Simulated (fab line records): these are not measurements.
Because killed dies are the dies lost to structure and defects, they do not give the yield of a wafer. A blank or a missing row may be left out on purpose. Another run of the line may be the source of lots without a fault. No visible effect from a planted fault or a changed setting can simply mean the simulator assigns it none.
fab line records -- flow gf180mcu -- part 1 of 2: steps 1 to 22 of 32
[record] lots = 5, wafers = 15, lastDay = 34
route steps=602 shown V2@394 M3@409
lots that met no fault: taken from a fault-free run of the same line
startH: hours from the record's opening day to when the first of the lot's shown wafers began -- waitH: time in hours since the lot's previous step -- " repeats the value in the row above -- L1.1+2: a single row standing in for several wafers -- - value missing, or start not given -- * or withheld: withheld -- < > ~ a bound
route shown NAME@n: NAME is a module with steps in the file, n the number in the route of the first one -- usual: mean/standard deviation taken from wafers without a fault -- same: alike in all rows -- chamber/n: place in a boat -- sites: each site's reading -- _std_site: standard deviation across them -- _edge_site: the outer-site mean with the inner-site mean subtracted -- radiusMm: how far each site lies from the wafer's centre -- mask NAME#n: copy n -- behind: tool/chamber where the wafer was last shaped -- hold: reason for holding the lot/hours on hold/outcome of the hold -- device: which transistor (n, p or np) failed to switch -- end of line: at the end of the route, the tests of the same wafers -- a step without rows: its recipe alone -- killed: count of dies lost to structure and defects at first sort (not the wafer's yield) -- map: a wafer's dies, marking killed ones x, the rest . and places with no die _
set.NAME: the setting the step ran with; set.NAME@STEP: the setting that earlier step ran with -- model.NAME: the simulator's own value behind a step, which no gauge read
lots seen at some steps along the route; tables by step, rows by wafer
services: the hour from which a tool's chamber was out of use, counted from the record's first day as startH (under 0 if before that day), plus the number of hours and why
[[steps]]
[step GF_V2_PEB_12]
[recipe] pebTempC = 135, pebTimeS = 90, resist = KrF
[usual] resistLineTempC = 22.98/0.12
lot.wafer,tool,chamber,startH,waitH,resistLineTempC
L074.3,lithoTrack-04,0,-,-,22.91
L074.4,lithoTrack-04,0,-,-,22.97
L074.5,lithoTrack-04,0,-,-,23.02
L075.4,lithoTrack-01,0,-,-,22.89
L075.5,lithoTrack-01,0,-,-,22.89
L075.6,lithoTrack-01,0,-,-,22.87
L083.1,lithoTrack-04,0,-,-,22.94
L083.4,lithoTrack-04,0,-,-,22.95
L083.6,lithoTrack-04,0,-,-,22.75
L092.2,lithoTrack-04,0,-,-,23.03
L092.3,lithoTrack-04,0,-,-,22.94
L092.5,lithoTrack-04,0,-,-,22.98
L097.2,lithoTrack-02,0,-,-,22.87
L097.5,lithoTrack-02,0,-,-,23.09
L097.6,lithoTrack-02,0,-,-,22.89
[step GF_V2_DEVELOP_13]
[recipe] developTimeS = 60, resist = KrF, devTempC = 21
[usual] resistLineTempC = 23.00/0.1
lot.wafer,tool,chamber,startH,waitH,resistLineTempC
L074.3,lithoTrack-04,0,458.78,0.1,23.24
L074.4,lithoTrack-04,0,458.78,0.1,23.07
L074.5,lithoTrack-04,0,458.78,0.1,23.04
L075.4,lithoTrack-01,0,472.52,0.1,22.83
L075.5,lithoTrack-01,0,472.52,0.1,23.14
L075.6,lithoTrack-01,0,472.52,0.1,22.98
L083.1,lithoTrack-04,0,549.43,0.2,22.96
L083.4,lithoTrack-04,0,549.43,0.2,23.15
L083.6,lithoTrack-04,0,549.43,0.2,23.08
L092.2,lithoTrack-04,0,613.40,0.2,23.06
L092.3,lithoTrack-04,0,613.40,0.2,23.04
L092.5,lithoTrack-04,0,613.40,0.2,23.05
L097.2,lithoTrack-02,0,645.61,0.2,23.08
L097.5,lithoTrack-02,0,645.61,0.2,23.04
L097.6,lithoTrack-02,0,645.61,0.2,23.19
[step GF_V2_CD_MEAS_14]
[recipe] targetCdNm = 260
[usual] cdNm = 259.7/1.3
lot.wafer,tool,chamber,startH,waitH,cdNm
L074.3,cdSem-01,-,458.92,0.1,260.7
L074.4,cdSem-01,-,458.92,0.1,259.0
L074.5,cdSem-01,-,458.92,0.1,260.8
L075.4,cdSem-01,-,472.65,0.1,258.4
L075.5,cdSem-01,-,472.65,0.1,259.2
L075.6,cdSem-01,-,472.65,0.1,260.1
L083.1,cdSem-02,-,549.58,0.1,259.8
L083.4,cdSem-02,-,549.58,0.1,259.0
L083.6,cdSem-02,-,549.58,0.1,260.2
L092.2,cdSem-02,-,613.55,0.1,259.0
L092.3,cdSem-02,-,613.55,0.1,258.6
L092.5,cdSem-02,-,613.55,0.1,259.4
L097.2,cdSem-02,-,645.75,0.1,259.5
L097.5,cdSem-02,-,645.75,0.1,260.4
L097.6,cdSem-02,-,645.75,0.1,260.2
[step GF_V2_OVL_MEAS_15]
[usual] V2_OVL = -3/6.4
lot.wafer,tool,chamber,startH,waitH,V2_OVL[nm]
L074.3,overlay-02,-,459.01,0.1,-7
L074.4,overlay-02,-,459.01,0.1,3
L074.5,overlay-02,-,459.01,0.1,-8
L075.4,overlay-01,-,472.73,0.1,-11
L075.5,overlay-01,-,472.73,0.1,4
L075.6,overlay-01,-,472.73,0.1,1
L083.1,overlay-01,-,549.70,0.1,-6
L083.4,overlay-01,-,549.70,0.1,-7
L083.6,overlay-01,-,549.70,0.1,-9
L092.2,overlay-01,-,613.66,0.1,-7
L092.3,overlay-01,-,613.66,0.1,8
L092.5,overlay-01,-,613.66,0.1,0
L097.2,overlay-02,-,645.86,0.1,9
L097.5,overlay-02,-,645.86,0.1,-3
L097.6,overlay-02,-,645.86,0.1,-2
[step GF_V2_ETCH_16]
[recipe] chemistry = N2/H2, targetDepthA = withheld, overetchA = withheld, timeS = withheld, target = BARC, ionEnergyEv = 200, sourceW = 500, biasW = 100, pressureMtorr = 30, n2FlowSccm = 100, h2FlowSccm = 200
[usual] biasW = 100.0/0.3, drypumpMotorCurrentA = 5.5/0.54, oesProductAu = 0.853/0.0047, throttleValvePct = 13.226/0.0095
lot.wafer,tool,chamber,startH,waitH,biasW,drypumpMotorCurrentA,oesProductAu,throttleValvePct
L074.3,rieDiel-04,0,459.04,0.0,100.0,5.1,0.855,13.219
L074.4,rieDiel-04,3,459.04,0.0,99.9,6.1,0.851,13.236
L074.5,rieDiel-04,2,459.04,0.0,99.8,6.6,0.857,13.220
L075.4,rieDiel-02,0,472.75,0.0,100.2,5.7,0.858,13.225
L075.5,rieDiel-02,3,472.75,0.0,99.9,4.9,0.853,13.223
L075.6,rieDiel-02,0,472.75,0.0,100.5,5.7,0.849,13.241
L083.1,rieDiel-04,2,549.74,0.0,100.2,6.6,0.858,13.224
L083.4,rieDiel-04,3,549.74,0.0,100.2,6.1,0.855,13.218
L083.6,rieDiel-04,0,549.74,0.0,100.6,5.1,0.853,13.218
L092.2,rieDiel-01,0,613.69,0.0,100.0,5.8,0.854,13.205
L092.3,rieDiel-01,1,613.69,0.0,100.0,4.6,0.852,13.214
L092.5,rieDiel-01,2,613.69,0.0,99.9,5.4,0.846,13.229
L097.2,rieDiel-02,1,645.89,0.0,100.0,5.9,0.855,13.221
L097.5,rieDiel-02,3,645.89,0.0,100.0,4.9,0.857,13.231
L097.6,rieDiel-02,0,645.89,0.0,99.9,5.7,0.850,13.223
[step GF_V2_ETCH_17]
[recipe] chemistry = C4F8/O2/Ar, maskMaterial = KrF, target = SiO2, stopOn = TiN, sourceW = 1500, biasW = 1200, pressureMtorr = 40, c4f8FlowSccm = withheld, O2_flow_sccm = 6, Ar_flow_sccm = 300, timeS = withheld, targetDepthA = 6300
[usual] biasW = 1200/3.5, oesProductAu = 0.855/0.0046
lot.wafer,tool,chamber,startH,waitH,biasW,oesProductAu
L074.3,rieDiel-04,0,-,-,1209,0.861
L074.4,rieDiel-04,3,-,-,1198,0.862
L074.5,rieDiel-04,2,-,-,1197,0.859
L075.4,rieDiel-02,0,-,-,1199,0.846
L075.5,rieDiel-02,3,-,-,1199,0.858
L075.6,rieDiel-02,0,-,-,1204,0.856
L083.1,rieDiel-04,2,-,-,1200,0.850
L083.4,rieDiel-04,3,-,-,1195,0.855
L083.6,rieDiel-04,0,-,-,1196,0.857
L092.2,rieDiel-01,0,-,-,1203,0.856
L092.3,rieDiel-01,1,-,-,1199,0.861
L092.5,rieDiel-01,2,-,-,1197,0.853
L097.2,rieDiel-02,1,-,-,1208,0.852
L097.5,rieDiel-02,3,-,-,1194,0.842
L097.6,rieDiel-02,0,-,-,1196,0.848
[step GF_V2_STRIP_18]
[recipe] chemistry = O2/N2, powerW = 1400, pressureMtorr = 1500, platenTempC = 250, o2FlowSccm = 3000, n2FlowSccm = 300, overashFraction = 0.5
[usual] drypumpMotorCurrentA = 5.7/0.46, heaterPowerW = 318/11, o2FlowSccm = 3000/8.8, oesProductAu = 0.593/0.0051, platenTempC = 250.01/0.18
lot.wafer,tool,chamber,startH,waitH,drypumpMotorCurrentA,heaterPowerW,o2FlowSccm,oesProductAu,platenTempC,rfHoursCounterH
L074.3,plasmaAsher-03,1,459.20,-,5.0,304,3005,0.592,250.41,-
L074.4,plasmaAsher-03,0,459.20,-,5.5,327,3013,0.591,249.95,-
L074.5,plasmaAsher-03,0,459.20,-,5.5,332,3003,0.586,250.03,-
L075.4,plasmaAsher-02,0,472.91,-,5.7,313,2980,0.599,249.80,-
L075.5,plasmaAsher-02,1,472.91,-,6.5,316,2998,0.591,249.94,-
L075.6,plasmaAsher-02,0,472.91,-,5.7,310,2998,0.588,249.79,-
L083.1,plasmaAsher-03,0,549.87,-,5.5,331,3008,0.601,249.95,94
L083.4,plasmaAsher-03,1,549.87,-,5.0,304,2993,0.598,249.79,-
L083.6,plasmaAsher-03,0,549.87,-,5.5,329,3005,0.598,249.66,-
L092.2,plasmaAsher-04,1,613.81,-,5.9,327,3004,0.594,250.21,18
L092.3,plasmaAsher-04,0,613.81,-,5.8,335,2999,0.590,250.06,-
L092.5,plasmaAsher-04,0,613.81,-,5.8,332,2990,0.583,250.48,-
L097.2,plasmaAsher-02,1,646.02,-,6.5,311,3017,0.596,250.00,92
L097.5,plasmaAsher-02,1,646.02,-,6.4,316,3002,0.588,249.89,-
L097.6,plasmaAsher-02,0,646.02,-,5.8,314,2982,0.593,249.88,-
[step GF_V2_STRIP_19]
[recipe] chemistry = postEtchResidueRemover, timeS = 1200, tempC = 72.5
lot.wafer,tool,chamber,startH,waitH
L074.3+4+5,wetBench-02,0,459.27,0.0
L075.4+5+6,wetBench-04,0,472.98,0.0
L083.1+4+6,wetBench-02,3,549.97,0.1
L092.2+3+5,wetBench-01,1,613.91,0.1
L097.2+5+6,wetBench-04,1,646.12,0.1
[step GF_V2_CLEAN_20]
[recipe] chemistry = DIW, dry = n2Spin
lot.wafer,tool,chamber,startH,waitH
L074.3+4+5,wetBench-04,2,459.64,0.0
L075.4+5+6,wetBench-01,2,473.35,0.0
L083.1+4+6,wetBench-01,0,550.31,0.0
L092.2+3+5,wetBench-02,3,614.26,0.0
L097.2+5+6,wetBench-01,2,646.46,0.0
[step GF_V2_SPUTTER_21]
[recipe] material = Ti, targetThkNm = 15, chamberPressurePa = 5, powerW = 2500, substrateTempC = 200, timeS = 80.02
[usual] cathodeDcPowerW = 2500.0/0.47, substrateTempC = 200.01/0.18, throttleValvePct = 30.0/0.77
lot.wafer,tool,chamber,startH,waitH,cathodeDcPowerW,substrateTempC,throttleValvePct
L074.3,pvdSputter-03,-,459.73,0.0,2499.9,200.11,28.9
L074.4,pvdSputter-03,-,459.73,0.0,2500.2,199.97,30.5
L074.5,pvdSputter-03,-,459.73,0.0,2499.8,200.04,30.6
L075.4,pvdSputter-01,-,473.44,0.0,2500.2,199.93,29.2
L075.5,pvdSputter-01,-,473.44,0.0,2499.9,199.73,29.8
L075.6,pvdSputter-01,-,473.44,0.0,2500.0,199.94,31.6
L083.1,pvdSputter-01,-,550.40,0.0,2499.2,200.26,30.2
L083.4,pvdSputter-01,-,550.40,0.0,2500.9,199.83,30.1
L083.6,pvdSputter-01,-,550.40,0.0,2499.8,199.92,30.1
L092.2,pvdSputter-02,-,614.35,0.0,2500.3,200.03,30.8
L092.3,pvdSputter-02,-,614.35,0.0,2499.8,199.91,29.5
L092.5,pvdSputter-02,-,614.35,0.0,2500.5,199.98,31.1
L097.2,pvdSputter-02,-,646.55,0.0,2499.6,200.01,30.3
L097.5,pvdSputter-02,-,646.55,0.0,2499.6,200.05,29.8
L097.6,pvdSputter-02,-,646.55,0.0,2500.9,200.15,31.0
[step GF_V2_SPUTTER_22]
[recipe] material = TiN, targetThkNm = 10, chamberPressurePa = 5, powerW = 4000, timeS = 40
[usual] cathodeDcPowerW = 4000.0/0.69, throttleValvePct = 30.0/0.75
lot.wafer,tool,chamber,startH,waitH,cathodeDcPowerW,throttleValvePct
L074.3,pvdSputter-03,-,459.79,0.0,4000.6,29.0
L074.4,pvdSputter-03,-,459.79,0.0,4000.2,30.1
L074.5,pvdSputter-03,-,459.79,0.0,4000.5,30.6
L075.4,pvdSputter-01,-,473.50,0.0,4001.2,29.3
L075.5,pvdSputter-01,-,473.50,0.0,4000.8,29.6
L075.6,pvdSputter-01,-,473.50,0.0,4000.0,31.3
L083.1,pvdSputter-01,-,550.46,0.0,4001.7,30.3
L083.4,pvdSputter-01,-,550.46,0.0,4000.9,29.9
L083.6,pvdSputter-01,-,550.46,0.0,3998.6,30.1
L092.2,pvdSputter-02,-,614.41,0.0,4001.1,30.3
L092.3,pvdSputter-02,-,614.41,0.0,3999.6,29.8
L092.5,pvdSputter-02,-,614.41,0.0,3999.5,30.6
L097.2,pvdSputter-02,-,646.61,0.0,4000.9,30.3
L097.5,pvdSputter-02,-,646.61,0.0,4000.6,29.8
L097.6,pvdSputter-02,-,646.61,0.0,3999.5,31.0
[step GF_V2_CVD_23]
[recipe] material = W, targetThkNm = 350, timeS = 104.94, tempC = 400, pressureTorr = 40
[usual] heaterPowerW = 864/39
lot.wafer,tool,chamber,startH,waitH,heaterPowerW
L074.3,cvdW-01,1,459.87,0.1,865
L074.4,cvdW-01,0,459.87,0.1,866
L074.5,cvdW-01,1,459.87,0.1,884
L075.4,cvdW-02,0,473.58,0.1,815
L075.5,cvdW-02,1,473.58,0.1,901
L075.6,cvdW-02,0,473.58,0.1,792
L083.1,cvdW-01,1,550.50,0.0,912
L083.4,cvdW-01,0,550.50,0.0,875
L083.6,cvdW-01,0,550.50,0.0,869
L092.2,cvdW-01,0,614.45,0.0,879
L092.3,cvdW-01,1,614.45,0.0,880
L092.5,cvdW-01,1,614.45,0.0,905
L097.2,cvdW-02,1,646.65,0.0,899
L097.5,cvdW-02,1,646.65,0.0,902
L097.6,cvdW-02,0,646.65,0.0,791
[step GF_V2_RS_MEAS_24]
[recipe] thkMeasGauge = four-point-probe, reads = W_of_V2_CVD_23+TiN_of_V2_SPUTTER_22+Ti_of_V2_SPUTTER_21
[usual] V2_W_RS = 0.328/0.0034
lot.wafer,tool,chamber,startH,waitH,V2_W_RS[ohm/sq]
L074.3,filmMetro-01,-,459.98,0.1,0.330
L074.4,filmMetro-01,-,459.98,0.1,0.334
L074.5,filmMetro-01,-,459.98,0.1,0.328
L075.4,filmMetro-04,-,473.71,0.1,0.326
L075.5,filmMetro-04,-,473.71,0.1,0.327
L075.6,filmMetro-04,-,473.71,0.1,0.324
L083.1,filmMetro-04,-,550.61,0.1,0.331
L083.4,filmMetro-04,-,550.61,0.1,0.334
L083.6,filmMetro-04,-,550.61,0.1,0.335
L092.2,filmMetro-01,-,614.58,0.1,0.329
L092.3,filmMetro-01,-,614.58,0.1,0.328
L092.5,filmMetro-01,-,614.58,0.1,0.326
L097.2,filmMetro-04,-,646.78,0.1,0.327
L097.5,filmMetro-04,-,646.78,0.1,0.326
L097.6,filmMetro-04,-,646.78,0.1,0.323
[step GF_V2_THK_MEAS_25]
[recipe] thkMeasGauge = xrf, reads = W_of_V2_CVD_23
[usual] V2_W_THK = 356/4.6
lot.wafer,tool,chamber,startH,waitH,V2_W_THK[nm]
L074.3,filmMetro-01,-,460.08,0.1,349
L074.4,filmMetro-01,-,460.08,0.1,348
L074.5,filmMetro-01,-,460.08,0.1,355
L075.4,filmMetro-04,-,473.80,0.1,355
L075.5,filmMetro-04,-,473.80,0.1,355
L075.6,filmMetro-04,-,473.80,0.1,359
L083.1,filmMetro-04,-,550.73,0.1,353
L083.4,filmMetro-04,-,550.73,0.1,351
L083.6,filmMetro-04,-,550.73,0.1,348
L092.2,filmMetro-01,-,614.69,0.1,357
L092.3,filmMetro-01,-,614.69,0.1,357
L092.5,filmMetro-01,-,614.69,0.1,360
L097.2,filmMetro-04,-,646.89,0.1,359
L097.5,filmMetro-04,-,646.89,0.1,363
L097.6,filmMetro-04,-,646.89,0.1,368
[step GF_V2_CMP_26]
[recipe] stopOn = SiO2, downForcePsi = 3.5, platenRpm = 60, tOverpolishS = 15, targetThkNm = 0, padVelocityMS = 0.94248
[usual] motorCurrentA = 10.5/1, overpolishRunS = 15.000/0.01, retainingRingPressureFrac = 1.001/0.0048, timeToEndpointS = 83.1/2.6
lot.wafer,tool,chamber,startH,waitH,motorCurrentA,overpolishRunS,retainingRingPressureFrac,timeToEndpointS
L074.4,cmp-02,2,460.12,0.0,9.2,15.019,0.997,82.9
L074.3,cmp-02,0,460.12,0.0,10.7,14.993,0.993,83.7
L074.5,cmp-02,2,460.12,0.0,9.3,14.996,0.996,82.7
L075.4,cmp-02,1,473.93,0.1,10.4,14.983,1.005,81.1
L075.5,cmp-02,3,473.93,0.1,10.7,15.002,1.001,81.2
L075.6,cmp-02,0,473.93,0.1,10.6,15.013,1.004,86.2
L083.1,cmp-02,1,550.84,0.1,11.1,14.993,0.999,81.8
L083.4,cmp-02,2,550.84,0.1,8.7,14.998,1.000,81.0
L083.6,cmp-02,0,550.84,0.1,11.1,15.020,0.993,80.2
L092.2,cmp-02,1,614.86,0.2,10.7,15.007,1.006,79.9
L092.3,cmp-02,2,614.86,0.2,9.3,14.991,1.005,81.5
L092.5,cmp-02,0,614.86,0.2,10.9,15.014,1.000,85.0
L097.2,cmp-01,1,646.94,0.0,10.6,15.002,1.003,82.3
L097.5,cmp-01,1,646.94,0.0,11.3,15.009,1.007,86.0
L097.6,cmp-01,2,646.94,0.0,12.4,14.996,0.997,80.7
[step GF_M3_SPUTTER_00]
[recipe] material = Ti, targetThkNm = 37.5, arrivingIonEnergyEv = 80, substrateTempC = 200, chamberPressurePa = 2, powerW = 4000, timeS = 150
[usual] cathodeDcPowerW = 4000.1/0.76, substrateTempC = 200.01/0.17, throttleValvePct = 29.7/1.6
lot.wafer,tool,chamber,startH,waitH,cathodeDcPowerW,substrateTempC,throttleValvePct
L074.3,pvdSputter-02,-,460.42,0.1,4000.2,199.94,29.3
L074.4,pvdSputter-02,-,460.42,0.1,4000.4,199.96,30.4
L074.5,pvdSputter-02,-,460.42,0.1,4001.8,200.31,29.6
L075.4,pvdSputter-02,-,474.13,0.1,4000.9,199.74,30.5
L075.5,pvdSputter-02,-,474.13,0.1,4001.1,199.80,30.3
L075.6,pvdSputter-02,-,474.13,0.1,4000.9,199.80,30.8
L083.1,pvdSputter-04,-,551.09,0.2,4001.5,200.21,27.7
L083.4,pvdSputter-04,-,551.09,0.2,3999.5,199.75,30.2
L083.6,pvdSputter-04,-,551.09,0.2,4000.8,200.12,28.0
L092.2,pvdSputter-03,-,615.06,0.1,3999.6,199.73,28.8
L092.3,pvdSputter-03,-,615.06,0.1,3999.5,199.93,29.0
L092.5,pvdSputter-03,-,615.06,0.1,4000.5,199.90,28.8
L097.2,pvdSputter-02,-,647.24,0.2,4000.7,200.08,29.7
L097.5,pvdSputter-02,-,647.24,0.2,3999.7,200.22,29.7
L097.6,pvdSputter-02,-,647.24,0.2,4000.1,199.99,29.7
[step GF_M3_SPUTTER_01]
[recipe] material = TiN, targetThkNm = 30, powerW = 6500, timeS = 25, chamberPressurePa = 0.4
[usual] cathodeDcPowerW = 6499.9/1.1, throttleValvePct = 29.7/1.6
lot.wafer,tool,chamber,startH,waitH,cathodeDcPowerW,throttleValvePct
L074.3,pvdSputter-02,-,460.52,0.1,6500.0,29.5
L074.4,pvdSputter-02,-,460.52,0.1,6500.7,30.3
L074.5,pvdSputter-02,-,460.52,0.1,6499.7,29.5
L075.4,pvdSputter-02,-,474.23,0.1,6502.2,30.2
L075.5,pvdSputter-02,-,474.23,0.1,6499.7,30.1
L075.6,pvdSputter-02,-,474.23,0.1,6499.2,30.8
L083.1,pvdSputter-04,-,551.19,0.1,6499.3,27.7
L083.4,pvdSputter-04,-,551.19,0.1,6500.1,30.3
L083.6,pvdSputter-04,-,551.19,0.1,6500.1,27.5
L092.2,pvdSputter-03,-,615.17,0.1,6498.6,28.9
L092.3,pvdSputter-03,-,615.17,0.1,6500.9,29.2
L092.5,pvdSputter-03,-,615.17,0.1,6503.0,29.2
L097.2,pvdSputter-02,-,647.34,0.1,6502.1,29.4
L097.5,pvdSputter-02,-,647.34,0.1,6500.5,29.8
L097.6,pvdSputter-02,-,647.34,0.1,6499.7,29.7
[step GF_M3_SPUTTER_02]
[recipe] material = AlCu, targetThkNm = 450, powerW = 10600, timeS = 23.9, chamberPressurePa = 0.4
[usual] cathodeDcPowerW = 10600/2.1, throttleValvePct = 29.7/1.6
lot.wafer,tool,chamber,startH,waitH,cathodeDcPowerW,throttleValvePct
L074.3,pvdSputter-02,-,460.55,0.0,10600,29.4
L074.4,pvdSputter-02,-,460.55,0.0,10600,30.5
L074.5,pvdSputter-02,-,460.55,0.0,10599,29.7
L075.4,pvdSputter-02,-,474.26,0.0,10597,30.5
L075.5,pvdSputter-02,-,474.26,0.0,10600,30.5
L075.6,pvdSputter-02,-,474.26,0.0,10599,30.8
L083.1,pvdSputter-04,-,551.22,0.0,10599,27.9
L083.4,pvdSputter-04,-,551.22,0.0,10598,30.4
L083.6,pvdSputter-04,-,551.22,0.0,10600,27.8
L092.2,pvdSputter-03,-,615.20,0.0,10602,28.7
L092.3,pvdSputter-03,-,615.20,0.0,10598,29.2
L092.5,pvdSputter-03,-,615.20,0.0,10598,29.0
L097.2,pvdSputter-02,-,647.37,0.0,10598,29.6
L097.5,pvdSputter-02,-,647.37,0.0,10598,29.5
L097.6,pvdSputter-02,-,647.37,0.0,10600,29.5
[step GF_M3_SPUTTER_03]
[recipe] material = Ti, targetThkNm = 10, substrateTempC = 300, chamberPressurePa = 0.3, powerW = 3000, timeS = 6.7
[usual] cathodeDcPowerW = 2999.9/0.58, substrateTempC = 299.99/0.2, throttleValvePct = 29.7/1.6
lot.wafer,tool,chamber,startH,waitH,cathodeDcPowerW,substrateTempC,throttleValvePct
L074.3,pvdSputter-02,-,460.58,0.0,2999.0,299.99,29.6
L074.4,pvdSputter-02,-,460.58,0.0,3001.6,300.02,30.5
L074.5,pvdSputter-02,-,460.58,0.0,2999.3,299.92,29.5
L075.4,pvdSputter-02,-,474.29,0.0,2999.4,299.93,30.5
L075.5,pvdSputter-02,-,474.29,0.0,2999.6,299.53,30.5
L075.6,pvdSputter-02,-,474.29,0.0,3001.3,299.59,30.7
L083.1,pvdSputter-04,-,551.25,0.0,3000.4,300.36,27.6
L083.4,pvdSputter-04,-,551.25,0.0,3000.3,299.73,30.5
L083.6,pvdSputter-04,-,551.25,0.0,3000.9,299.67,27.9
L092.2,pvdSputter-03,-,615.24,0.0,2998.9,299.90,28.8
L092.3,pvdSputter-03,-,615.24,0.0,3000.8,300.27,29.2
L092.5,pvdSputter-03,-,615.24,0.0,3000.4,300.12,28.8
L097.2,pvdSputter-02,-,647.40,0.0,2999.5,300.10,29.6
L097.5,pvdSputter-02,-,647.40,0.0,2999.8,300.23,29.6
L097.6,pvdSputter-02,-,647.40,0.0,2999.9,299.76,29.8
[step GF_M3_SPUTTER_04]
[recipe] material = TiN, targetThkNm = 50, powerW = 6500, timeS = 41.7, chamberPressurePa = 0.4
[usual] cathodeDcPowerW = 6500.1/1.2, throttleValvePct = 29.8/1.6
lot.wafer,tool,chamber,startH,waitH,cathodeDcPowerW,throttleValvePct
L074.3,pvdSputter-02,-,460.60,0.0,6499.1,29.7
L074.4,pvdSputter-02,-,460.60,0.0,6501.7,30.5
L074.5,pvdSputter-02,-,460.60,0.0,6500.5,29.5
L075.4,pvdSputter-02,-,474.31,0.0,6502.0,30.5
L075.5,pvdSputter-02,-,474.31,0.0,6500.5,30.6
L075.6,pvdSputter-02,-,474.31,0.0,6500.7,30.9
L083.1,pvdSputter-04,-,551.27,0.0,6497.4,27.8
L083.4,pvdSputter-04,-,551.27,0.0,6500.4,30.1
L083.6,pvdSputter-04,-,551.27,0.0,6500.5,27.8
L092.2,pvdSputter-03,-,615.26,0.0,6501.9,28.7
L092.3,pvdSputter-03,-,615.26,0.0,6500.9,29.4
L092.5,pvdSputter-03,-,615.26,0.0,6501.4,28.8
L097.2,pvdSputter-02,-,647.42,0.0,6499.3,29.7
L097.5,pvdSputter-02,-,647.42,0.0,6501.4,29.6
L097.6,pvdSputter-02,-,647.42,0.0,6500.2,29.5
[step GF_M3_RS_MEAS_05]
[recipe] thkMeasGauge = four-point-probe, reads = TiN_of_M3_SPUTTER_04+Ti_of_M3_SPUTTER_03+AlCu_of_M3_SPUTTER_02+TiN_of_M3_SPUTTER_01+Ti_of_M3_SPUTTER_00
[usual] M3_ALCU_RS = 0.0694/0.00065
lot.wafer,tool,chamber,startH,waitH,M3_ALCU_RS[ohm/sq]
L074.3,filmMetro-01,-,460.68,0.1,0.0681
L074.4,filmMetro-01,-,460.68,0.1,0.0690
L074.5,filmMetro-01,-,460.68,0.1,0.0685
L075.4,filmMetro-01,-,474.41,0.1,0.0696
L075.5,filmMetro-01,-,474.41,0.1,0.0692
L075.6,filmMetro-01,-,474.41,0.1,0.0689
L083.1,filmMetro-02,-,551.31,0.0,0.0694
L083.4,filmMetro-02,-,551.31,0.0,0.0695
L083.6,filmMetro-02,-,551.31,0.0,0.0691
L092.2,filmMetro-01,-,615.32,0.0,0.0689
L092.3,filmMetro-01,-,615.32,0.0,0.0695
L092.5,filmMetro-01,-,615.32,0.0,0.0688
L097.2,filmMetro-02,-,647.48,0.0,0.0681
L097.5,filmMetro-02,-,647.48,0.0,0.0683
L097.6,filmMetro-02,-,647.48,0.0,0.0681
[step GF_M3_THK_MEAS_06]
[recipe] thkMeasGauge = xrf, reads = AlCu_of_M3_SPUTTER_02
[usual] M3_ALCU_THK = 453/4.8
lot.wafer,tool,chamber,startH,waitH,M3_ALCU_THK[nm]
L074.3,filmMetro-01,-,460.78,0.1,463
L074.4,filmMetro-01,-,460.78,0.1,452
L074.5,filmMetro-01,-,460.78,0.1,455
L075.4,filmMetro-01,-,474.50,0.1,453
L075.5,filmMetro-01,-,474.50,0.1,454
L075.6,filmMetro-01,-,474.50,0.1,456
L083.1,filmMetro-02,-,551.43,0.1,455
L083.4,filmMetro-02,-,551.43,0.1,455
L083.6,filmMetro-02,-,551.43,0.1,457
L092.2,filmMetro-01,-,615.43,0.1,456
L092.3,filmMetro-01,-,615.43,0.1,450
L092.5,filmMetro-01,-,615.43,0.1,453
L097.2,filmMetro-02,-,647.59,0.1,462
L097.5,filmMetro-02,-,647.59,0.1,459
L097.6,filmMetro-02,-,647.59,0.1,462
